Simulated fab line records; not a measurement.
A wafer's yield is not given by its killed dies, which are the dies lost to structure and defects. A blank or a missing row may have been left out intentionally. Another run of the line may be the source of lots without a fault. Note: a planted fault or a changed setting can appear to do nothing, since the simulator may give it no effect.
fab line records	flow sky130
[record] lots = 5	wafers = 15	lastDay = 50
route steps=708 shown FIELD_ISO@3 PAD_OPEN@708
lots with no fault: from the same line, run without faults
startH: start of the lot's first displayed wafer, in hours after the record's first day	waitH: hours since the lot's step before	" identical to the entry in the row above	L1.1+2: several wafers, shown together as one row	- either no value or no given start	* or withheld: withheld	< > ~ a bound
route shown NAME@n: a module of which the file shows steps, and the number in the route of the first	usual: mean and standard deviation over wafers with no fault	same: alike in all rows	chamber/n: place in a boat	sites: each site's reading	_std_site: the standard deviation of these	_edge_site: mean of outer sites minus mean of inner sites	radiusMm: how far each site lies from the wafer's centre	mask NAME#n: copy n	behind: the most recent tool/chamber to have shaped the wafer	hold: the reason the lot was held/the length of the hold in hours/how it ended	device: transistor that didn't switch, given as n, p or np	end of line: at the end of the route, the tests of the same wafers	where a step has no rows: the recipe by itself	killed: not the wafer's yield, but the dies lost to structure and defects at the first sort	map: per-die view of a wafer (x killed, . not killed, _ where there is no die)
set.NAME: the setting the step ran with; set.NAME@STEP: the setting that earlier step ran with	model.NAME: the simulator's own value behind a step, which no gauge read
lots seen at some steps along the route; tables by step, rows by wafer
services: from which hour (startH, from the record's first day; less than 0 if before it) a tool's chamber was out of use, for how many hours, and why
[[steps]]
[step SKY_FIELD_ISO_THK_MEAS_02]
[recipe] reads = SiO2_of_FIELD_ISO_OXIDATION_01
[usual] FIELD_ISO_OXIDATION_00_THK = 11.92/0.17
lot.wafer	tool	chamber	startH	waitH	FIELD_ISO_OXIDATION_00_THK[nm]
L309.1	filmMetro-03	-	11.63	0.0	11.73
L309.5	"	-	"	"	11.97
L309.6	"	-	"	"	12.06
L316.1	filmMetro-04	-	47.30	0.0	11.62
L316.3	"	-	"	"	11.83
L316.4	"	-	"	"	11.68
L320.1	filmMetro-03	-	66.77	0.0	11.91
L320.3	"	-	"	"	11.86
L320.6	"	-	"	"	11.96
L321.3	filmMetro-04	-	72.74	0.0	11.92
L321.5	"	-	"	"	11.74
L321.6	"	-	"	"	12.05
L328.1	filmMetro-01	-	107.81	0.0	11.88
L328.2	"	-	"	"	11.62
L328.3	"	-	"	"	11.89
[step SKY_FIELD_ISO_CVD_03]
[recipe] material = Si3N4	precursor = DCS/NH3	targetThkNm = 165	tempC = 770	timeS = 2830	pressureMtorr = 250
[step SKY_FIELD_ISO_THK_MEAS_04]
[recipe] reads = Si3N4_of_FIELD_ISO_CVD_03
[usual] FIELD_ISO_CVD_03_THK = 165.4/1.6
lot.wafer	tool	chamber	startH	waitH	FIELD_ISO_CVD_03_THK[nm]
L309.1	filmMetro-01	-	13.48	0.0	164.1
L309.5	"	-	"	"	166.3
L309.6	"	-	"	"	164.9
L316.1	filmMetro-04	-	49.15	0.0	166.3
L316.3	"	-	"	"	166.5
L316.4	"	-	"	"	165.5
L320.1	filmMetro-04	-	68.83	0.0	164.8
L320.3	"	-	"	"	165.0
L320.6	"	-	"	"	164.4
L321.3	filmMetro-01	-	75.30	0.0	165.8
L321.5	"	-	"	"	167.5
L321.6	"	-	"	"	166.5
L328.1	filmMetro-04	-	110.68	0.0	164.1
L328.2	"	-	"	"	164.0
L328.3	"	-	"	"	164.4
[step SKY_FIELD_ISO_DEHYDRATE_05]
[recipe] tempC = 200	timeS = 60
[step SKY_FIELD_ISO_HMDS_06]
[recipe] primeTimeS = 60	primeTempC = 120
[step SKY_FIELD_ISO_COAT_07]
[recipe] resist = BARC	tempC = withheld	timeS = withheld	spinRpm = 3000	resistThkNm = 60
[step SKY_FIELD_ISO_COAT_08]
[recipe] resist = KrF-thick	spinRpm = 3000	resistThkNm = 450
[step SKY_FIELD_ISO_SOFTBAKE_09]
[recipe] tempC = 100	timeS = 90	resist = KrF-thick
[step SKY_FIELD_ISO_EXPOSE_10]
[recipe] maskId = FOM	na = 0.68	sourceShape = annular	sigmaInner = 0.4	sigmaOuter = 0.8	targetCdNm = 150	doseMj = 28
[step SKY_FIELD_ISO_PEB_11]
[recipe] pebTempC = withheld	pebTimeS = withheld	resist = KrF-thick
[step SKY_FIELD_ISO_DEVELOP_12]
[recipe] developTimeS = 60	resist = KrF-thick	devTempC = 21
[step SKY_FIELD_ISO_CD_MEAS_13]
[recipe] targetCdNm = 150
[usual] cdNm = 149.6/1.5
lot.wafer	tool	chamber	startH	waitH	cdNm
L309.1	cdSem-02	-	28.85	-	148.5
L309.5	"	-	"	"	148.9
L309.6	"	-	"	"	149.9
L316.1	cdSem-02	-	65.92	-	147.5
L316.3	"	-	"	"	149.6
L316.4	"	-	"	"	149.1
L320.1	cdSem-02	-	86.82	-	149.0
L320.3	"	-	"	"	149.2
L320.6	"	-	"	"	148.3
L321.3	cdSem-01	-	92.98	-	146.9
L321.5	"	-	"	"	147.9
L321.6	"	-	"	"	147.8
L328.1	cdSem-01	-	129.84	-	149.3
L328.2	"	-	"	"	150.1
L328.3	"	-	"	"	150.2
[step SKY_FIELD_ISO_ETCH_14]
[recipe] chemistry = N2/H2	target = BARC	ionEnergyEv = 200	sourceW = 500	biasW = 100	pressureMtorr = 30	n2FlowSccm = 100	h2FlowSccm = 200	stopOn = SiO2	timeS = 45.9	targetDepthA = 600
[usual] drypumpMotorCurrentA = 5.6/0.47	oesProductAu = 0.854/0.0047	throttleValvePct = 13.225/0.0094
lot.wafer	tool	chamber	startH	waitH	drypumpMotorCurrentA	oesProductAu	rfHoursCounterH	throttleValvePct	model.KrF-thick_of_FIELD_ISO_COAT_08.thkNm	model.etch.depthNm
L309.1	rieDiel-04	1	28.97	0.1	4.8	0.859	7	13.219	392.5	59.69
L309.5	"	2	"	"	5.4	0.845	-	13.243	393.8	59.82
L309.6	"	3	"	"	5.9	0.854	-	13.223	392.5	59.65
L316.1	rieDiel-04	1	66.04	0.1	4.8	0.860	8	13.227	391.6	60.2
L316.3	"	3	"	"	5.9	0.848	3	13.218	391.6	60.07
L316.4	"	2	"	"	5.4	0.855	125	13.235	392.6	60.07
L320.1	rieDiel-01	3	86.94	0.1	5.9	0.851	62	13.231	392.3	60.12
L320.3	"	0	"	"	5.8	0.851	24	13.226	393.3	60.19
L320.6	"	2	"	"	5.9	0.863	-	13.237	392.3	60
L321.3	rieDiel-04	1	93.06	0.1	4.8	0.833	8	13.240	405.9	56.65
L321.5	"	2	"	"	5.4	0.853	-	13.216	393.3	60
L321.6	"	1	"	"	4.8	0.846	-	13.218	394	60.11
L328.1	rieDiel-01	3	129.96	0.1	6.0	0.856	64	13.212	390	59.95
L328.2	"	1	"	"	6.3	0.856	144	13.227	392.3	59.95
L328.3	"	0	"	"	5.8	0.856	25	13.208	392.3	59.98
[step SKY_FIELD_ISO_ETCH_15]
[recipe] chemistry = CHF3/O2	targetDepthNm = 180	stopOn = Si	sourceW = 600	biasW = 200	pressureMtorr = 40	chf3FlowSccm = 50	O2_flow_sccm = 5	timeS = 72
[usual] O2_flow_sccm = 5.001/0.015	drypumpMotorCurrentA = 5.5/0.47	oesProductAu = 0.947/0.007	throttleValvePct = 8.845/0.0093
lot.wafer	tool	chamber	startH	waitH	O2_flow_sccm	drypumpMotorCurrentA	oesProductAu	rfHoursCounterH	throttleValvePct	model.KrF-thick_of_FIELD_ISO_COAT_08.thkNm
L309.1	rieDiel-04	1	29.01	0.0	4.977	4.8	0.947	7	8.835	233.9
L309.5	"	2	"	"	5.011	5.4	0.953	-	8.864	235.6
L309.6	"	3	"	"	4.976	5.9	0.947	-	8.843	234.8
L316.1	rieDiel-04	1	66.08	0.0	5.022	4.8	0.951	8	8.863	235.9
L316.3	"	3	"	"	5.010	5.9	0.948	3	8.862	234.8
L316.4	"	2	"	"	4.989	5.4	0.958	125	8.844	236.8
L320.1	rieDiel-01	3	86.98	0.0	4.984	5.9	0.940	63	8.841	232.5
L320.3	"	0	"	"	4.997	5.8	0.947	24	8.845	238.7
L320.6	"	2	"	"	5.002	5.9	0.949	-	8.857	235.1
L321.3	rieDiel-04	1	93.11	0.0	5.015	4.8	0.915	8	8.841	251.1
L321.5	"	2	"	"	5.032	5.4	0.957	-	8.844	236.4
L321.6	"	1	"	"	5.026	4.8	0.941	-	8.856	238.7
L328.1	rieDiel-01	3	130.01	0.0	5.022	5.9	0.939	64	8.835	230.3
L328.2	"	1	"	"	4.982	6.2	0.939	144	8.863	239.1
L328.3	"	0	"	"	4.983	5.8	0.942	25	8.842	238
[step SKY_FIELD_ISO_STRIP_16]
[recipe] chemistry = O2/N2	powerW = 1400	pressureMtorr = 1500	platenTempC = withheld	o2FlowSccm = 3000	n2FlowSccm = 300	overashFraction = 0.5
[usual] drypumpMotorCurrentA = 5.9/0.45	oesProductAu = 0.378/0.0047	stripTimeToEndpointS = 3.54/0.033
lot.wafer	tool	chamber	startH	waitH	drypumpMotorCurrentA	oesProductAu	rfHoursCounterH	stripTimeToEndpointS
L309.1	plasmaAsher-03	1	29.06	0.0	6.1	0.376	29	3.52
L309.5	"	1	"	"	6.1	0.370	-	3.55
L309.6	"	0	"	"	5.4	0.379	-	3.50
L316.1	plasmaAsher-02	0	66.14	0.0	5.4	0.383	27	3.55
L316.3	"	0	"	"	5.4	0.370	-	3.54
L316.4	"	1	"	"	5.1	0.376	-	3.55
L320.1	plasmaAsher-04	1	87.04	0.0	6.1	0.374	37	3.53
L320.3	"	0	"	"	6.4	0.375	-	3.58
L320.6	"	1	"	"	6.1	0.369	-	3.54
L321.3	plasmaAsher-03	1	93.20	0.1	6.2	0.379	-	3.70
L321.5	"	0	"	"	5.3	0.372	-	3.53
L321.6	"	1	"	"	6.2	0.376	-	3.56
L328.1	plasmaAsher-03	0	130.06	0.0	5.3	0.365	39	3.47
L328.2	"	1	"	"	6.1	0.385	39	3.58
L328.3	"	0	"	"	5.4	0.376	-	3.56
[step SKY_FIELD_ISO_ETCH_17]
[recipe] targetDepthA = 3420	maskMaterial = Si3N4	chemistry = HBr/Cl2/O2	target = Si	taperDeg = 5	icpW = 600	biasW = 150	pressureMtorr = 15	HBr_flow_sccm = 150	Cl2_flow_sccm = 40	O2_flow_sccm = 6	timeS = 97.7
[usual] O2_flow_sccm = 6.001/0.017	drypumpMotorCurrentA = 5.8/0.47	oesProductAu = 0.998/0.01	throttleValvePct = 25.657/0.01
lot.wafer	tool	chamber	startH	waitH	O2_flow_sccm	drypumpMotorCurrentA	oesProductAu	rfHoursCounterH	throttleValvePct
L309.1	rieSi-02	3	29.16	0.1	6.034	5.1	0.982	129	25.665
L309.5	"	0	"	"	5.983	5.6	1.007	-	25.652
L309.6	"	3	"	"	6.029	5.1	0.987	-	25.668
L316.1	rieSi-01	1	66.24	0.1	6.003	6.5	1.001	130	25.657
L316.3	"	2	"	"	6.005	5.8	1.011	151	25.665
L316.4	"	0	"	"	6.012	5.9	0.988	82	25.667
L320.1	rieSi-02	0	87.14	0.1	5.995	5.6	1.009	0	25.644
L320.3	"	1	"	"	5.999	6.2	1.017	82	25.636
L320.6	"	3	"	"	6.029	5.1	0.998	-	25.653
L321.3	rieSi-01	0	93.26	0.0	6.012	5.9	1.007	83	25.656
L321.5	"	3	"	"	6.011	5.1	0.997	-	25.661
L321.6	"	0	"	"	5.998	6.0	0.997	-	25.656
L328.1	rieSi-01	1	130.16	0.1	5.982	6.5	1.024	130	25.647
L328.2	"	0	"	"	5.987	5.9	0.987	83	25.676
L328.3	"	3	"	"	5.999	5.1	0.996	1	25.642
[step SKY_PAD_OPEN_PROBE_99]
[usual] killed_at_M0_to_M3 = 44/7.2	killed_at_M4_up = 2.9/1.8	killedAtContacts = 24/5.2	killedAtFrontEnd = 15/4	killedAtOther = 0.2/0.49	killedDies = 85/9.1	killedOpen = 47/6.8	killedShort = 38/5.7
[same] grossDies = 492	killedAtBackSide = 0
lot.wafer	tool	chamber	startH	waitH	killed_at_M0_to_M3	killed_at_M4_up	killedAtContacts	killedAtFrontEnd	killedAtOther	killedDies	killedOpen	killedShort
L309.1	prober-02	-	1101.19	0.1	36	10	22	20	1	89	51	38
L309.5	prober-02	-	1101.39	0.2	39	1	25	13	0	78	45	33
L309.6	prober-02	-	1101.44	0.2	39	1	20	16	0	76	45	31
L316.1	prober-02	-	1136.42	0.1	40	1	26	15	0	82	47	35
L316.3	prober-02	-	1136.52	0.2	41	1	25	9	1	77	46	31
L316.4	prober-02	-	1136.57	0.2	58	2	25	13	1	99	54	45
L320.1	prober-01	-	1164.42	0.1	34	4	21	20	0	79	47	32
L320.3	prober-01	-	1164.52	0.2	42	2	27	16	0	87	40	47
L320.6	prober-01	-	1164.67	0.2	30	4	22	15	1	72	35	37
L321.3	prober-02	-	1167.12	0.2	63	3	23	27	0	116	58	51
L321.5	prober-02	-	1167.22	0.2	50	1	31	17	0	99	60	39
L321.6	prober-02	-	1167.27	0.2	50	4	26	12	1	93	58	35
L328.1	prober-01	-	1204.21	0.1	41	1	26	23	0	91	54	37
L328.2	prober-01	-	1204.26	0.1	36	4	21	16	0	77	45	32
L328.3	prober-01	-	1204.31	0.2	48	2	29	11	1	91	50	41
// killed by level:class
L309.1 CONTACT:geometricParticle:open=9 LI_CONTACT:geometricParticle:open=7 METAL1:geometricParticle:short=7 VIA1:geometricParticle:open=7 VIA2:geometricParticle:open=6 FIELD_ISO:geometricParticle:short=5 POLY_GATE:geometricParticle:short=5 METAL4:geometricParticle:short=5
L309.5 CONTACT:geometricParticle:open=8 VIA2:geometricParticle:open=7 CONTACT:geometricParticle:short=6 VIA1:geometricParticle:open=6 METAL1:geometricParticle:short=5 LI_CONTACT:geometricParticle:open=5 VIA3:geometricParticle:open=5 POLY_GATE:geometricParticle:open=4
L309.6 VIA1:geometricParticle:open=11 CONTACT:geometricParticle:open=10 VIA1:geometricParticle:short=6 VIA3:geometricParticle:open=6 FIELD_ISO:geometricParticle:short=5 LI_CONTACT:geometricParticle:open=5 FIELD_ISO:geometricParticle:open=4 METAL1:geometricParticle:short=4
L316.1 CONTACT:geometricParticle:open=13 VIA1:geometricParticle:open=10 VIA2:geometricParticle:open=7 FIELD_ISO:geometricParticle:short=6 LI_CONTACT:geometricParticle:open=5 METAL1:geometricParticle:short=5 VIA1:geometricParticle:short=5 LOCAL_INTERCONNECT:geometricParticle:short=4
L316.3 VIA1:geometricParticle:open=14 LI_CONTACT:geometricParticle:open=9 VIA3:geometricParticle:open=8 CONTACT:geometricParticle:short=6 METAL3:geometricParticle:short=5 CONTACT:geometricParticle:open=4 METAL2:geometricParticle:short=4 VIA2:geometricParticle:open=4
L316.4 VIA2:geometricParticle:open=10 VIA1:geometricParticle:open=10 CONTACT:geometricParticle:open=10 VIA3:geometricParticle:open=10 CONTACT:geometricParticle:short=6 METAL1:geometricParticle:short=6 METAL2:geometricParticle:short=6 VIA2:geometricParticle:short=6
L320.1 VIA1:geometricParticle:open=10 CONTACT:geometricParticle:open=8 FIELD_ISO:geometricParticle:open=7 FIELD_ISO:geometricParticle:short=5 VIA3:geometricParticle:open=5 LI_CONTACT:geometricParticle:open=5 CONTACT:geometricParticle:short=5 POLY_GATE:geometricParticle:open=4
L320.3 CONTACT:geometricParticle:open=10 CONTACT:geometricParticle:short=7 VIA1:geometricParticle:open=7 VIA2:geometricParticle:open=7 VIA3:geometricParticle:open=6 FIELD_ISO:geometricParticle:short=5 LOCAL_INTERCONNECT:geometricParticle:short=5 VIA1:geometricParticle:short=5
L320.6 CONTACT:geometricParticle:open=7 LOCAL_INTERCONNECT:geometricParticle:short=6 FIELD_ISO:geometricParticle:short=5 LI_CONTACT:geometricParticle:open=5 VIA1:geometricParticle:open=5 VIA1:geometricParticle:short=4 VIA2:geometricParticle:short=4 METAL3:geometricParticle:short=4
L321.3 VIA1:geometricParticle:open=18 VIA2:geometricParticle:open=12 CONTACT:geometricParticle:short=9 VIA1:geometricParticle:short=8 METAL2:geometricParticle:short=8 FIELD_ISO:areaEtch=7 LI_CONTACT:geometricParticle:open=6 FIELD_ISO:geometricParticle:open=6
L321.5 VIA1:geometricParticle:open=14 LI_CONTACT:geometricParticle:open=13 VIA1:geometricParticle:short=9 VIA3:geometricParticle:open=8 CONTACT:geometricParticle:open=7 POLY_GATE:geometricParticle:open=7 VIA2:geometricParticle:open=5 LI_CONTACT:geometricParticle:short=4
L321.6 VIA1:geometricParticle:open=17 CONTACT:geometricParticle:open=12 VIA3:geometricParticle:short=7 VIA3:geometricParticle:open=7 POLY_GATE:geometricParticle:open=6 LI_CONTACT:geometricParticle:open=6 VIA1:geometricParticle:short=6 CONTACT:geometricParticle:short=4
L328.1 CONTACT:geometricParticle:open=15 FIELD_ISO:geometricParticle:open=8 VIA1:geometricParticle:open=8 VIA2:geometricParticle:open=7 FIELD_ISO:geometricParticle:short=5 POLY_GATE:geometricParticle:open=5 METAL1:geometricParticle:short=5 VIA2:geometricParticle:short=5
L328.2 LI_CONTACT:geometricParticle:open=9 VIA2:geometricParticle:open=8 FIELD_ISO:geometricParticle:open=6 CONTACT:geometricParticle:open=6 VIA1:geometricParticle:open=6 POLY_GATE:geometricParticle:short=5 VIA1:geometricParticle:short=4 VIA3:geometricParticle:open=4
L328.3 VIA3:geometricParticle:open=12 CONTACT:geometricParticle:open=11 LI_CONTACT:geometricParticle:open=9 VIA2:geometricParticle:open=9 VIA1:geometricParticle:short=8 METAL1:geometricParticle:short=6 CONTACT:geometricParticle:short=5 FIELD_ISO:geometricParticle:short=4
[[services]]
tool	chamber	startH	hours	kind
rieDiel-04	0	28.10	3.0	repair
rieSi-02	0	29.24	-	clean
rieSi-02	0	29.24	16.2	scheduledDown
rieSi-02	0	29.24	16.2	ventCycle
rieSi-01	0	57.80	2.5	repair
rieSi-02	2	61.08	8.4	repair
plasmaAsher-03	-	69.10	0.9	repair
rieSi-01	2	78.30	-	clean
rieSi-01	2	78.30	22.3	scheduledDown
rieSi-01	2	78.30	22.3	ventCycle
rieDiel-04	-	99.12	0.3	repair
rieDiel-01	2	126.75	3.2	repair
[[key]]
[firstSign] step = SKY_FIELD_ISO_ETCH_14	reading = oesProductAu	direction = down	sigmas = 4.3	usual = 0.854	struck = 0.833
[effect] step = SKY_FIELD_ISO_ETCH_15	reading = oesProductAu	direction = down	sigmas = 4.7	usual = 0.947	struck = 0.915
[effect] step = SKY_FIELD_ISO_STRIP_16	reading = stripTimeToEndpointS	direction = up	sigmas = 5	usual = *	struck = *
[modelEffect] step = SKY_FIELD_ISO_ETCH_14	value = KrF-thick_of_FIELD_ISO_COAT_08.thkNm	without = 394.3	struck = 405.9
[modelEffect] step = SKY_FIELD_ISO_ETCH_15	value = KrF-thick_of_FIELD_ISO_COAT_08.thkNm	without = 239.5	struck = 251.1
metAt SKY_FIELD_ISO_ETCH_14
struckWafers L321.3
testerLeftOut L321
onsetBetween 66.04 93.06
[fault] kind = processParameterDrift	tool = rieDiel-04	chamber = -	onsetH = 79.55	steps = SKY_FIELD_ISO_ETCH_14	channel = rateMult	offset = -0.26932	shape = step	endH = 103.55	scope = struckWafersOnly
// testerLeftOut: of these lots the tester's yield and bins aren't shown, on N5 and GAA mostly nor the transistor test; their killed dies are dies lost to structure and defects alone, not to doping, threshold or leakage, so they don't give the yield
